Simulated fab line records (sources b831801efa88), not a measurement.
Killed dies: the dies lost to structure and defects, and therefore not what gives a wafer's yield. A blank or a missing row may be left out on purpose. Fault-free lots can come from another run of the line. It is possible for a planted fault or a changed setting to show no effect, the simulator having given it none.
2 desks, one fault || flow sky130 || only its own numbers are on each desk; what lay behind them is given at the end

## METROLOGY DESK
Lot by lot, what the gauges showed, no matter which tool ran the lot: averages of those sampled wafers that carry a number. Marked OUT: a lot whose mean sits more than 4 standard deviations from the usual mean, which makes it out of limits; the brackets give that distance.
Columns: A = VIA3_W_RS at SKY_VIA3_RS_MEAS_22, usual 0.297 ohm/sq
{"lot": "L988", "first seen here": "day 39 18:18", "A": 0.300}
{"lot": "L990", "first seen here": "day 40 06:35", "A": 0.296}
{"lot": "L991", "first seen here": "day 40 17:38", "A": 0.296}
{"lot": "L993", "first seen here": "day 41 11:15", "A": 0.303}
{"lot": "L994", "first seen here": "day 42 01:58", "A": 0.298}
{"lot": "L997", "first seen here": "day 42 11:56", "A": 0.297}
{"lot": "L999", "first seen here": "day 43 13:19", "A": 0.301}
{"lot": "L102", "first seen here": "day 44 04:15", "A": 0.295}
{"lot": "L105", "first seen here": "day 44 15:18", "A": 0.299}
{"lot": "L107", "first seen here": "day 45 08:41", "A": 0.299}
{"lot": "L108", "first seen here": "day 45 11:43", "A": 0.296}
{"lot": "L109", "first seen here": "day 45 23:54", "A": 0.297}
Finding of this desk: none of the 12 lots has anything out of limits.

## FOR THE TOOL OWNER'S DESK: pvd-sputter-02
The tool's own readings at SKY_METAL4_SPUTTER_02 (material AlCu, target thk 735 nm, time 39.1 s): means of the sampled wafers that have a number, for each lot that ran on this tool. Marked OUT: a lot whose mean sits more than 4 standard deviations from the usual mean, which makes it out of limits; the brackets give that distance.
Columns: A = cathode-dc-power-W at SKY_METAL4_SPUTTER_02, usual 10600 W; B = chamber-pressure-pa at SKY_METAL4_SPUTTER_02, usual 0.3999 Pa; C = throttle-valve-pct at SKY_METAL4_SPUTTER_02, usual 29.7 %
{"lot": "L999", "first seen here": "day 43 13:50", "A": 10602, "B": "0.4128 (+17) OUT", "C": 28.5}
This desk's finding: out of limits on L999; first on L999, day 43 13:50 (chamber-pressure-pa at SKY_METAL4_SPUTTER_02). In limits: none.

## PUT TOGETHER
An alarm could have come from the tool owner's desk at day 43 13:50, on L999.
The metrology desk saw nothing out of limits.
The metrology desk holds a record of L999, inside its limits.
Every lot named ran SKY_METAL4_SPUTTER_02 on pvd-sputter-02.

## WHAT THE SIMULATOR HAD PUT IN
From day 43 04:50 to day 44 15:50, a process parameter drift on pvd-sputter-02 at SKY_METAL4_SPUTTER_02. A move of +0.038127 in setting chamber-pressure-pa, from 0.4. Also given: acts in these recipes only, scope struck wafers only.
Lots struck among those shown: L999.
Time in hours from fault onset to the first out-of-limits reading at each desk: the tool owner's desk, 9.
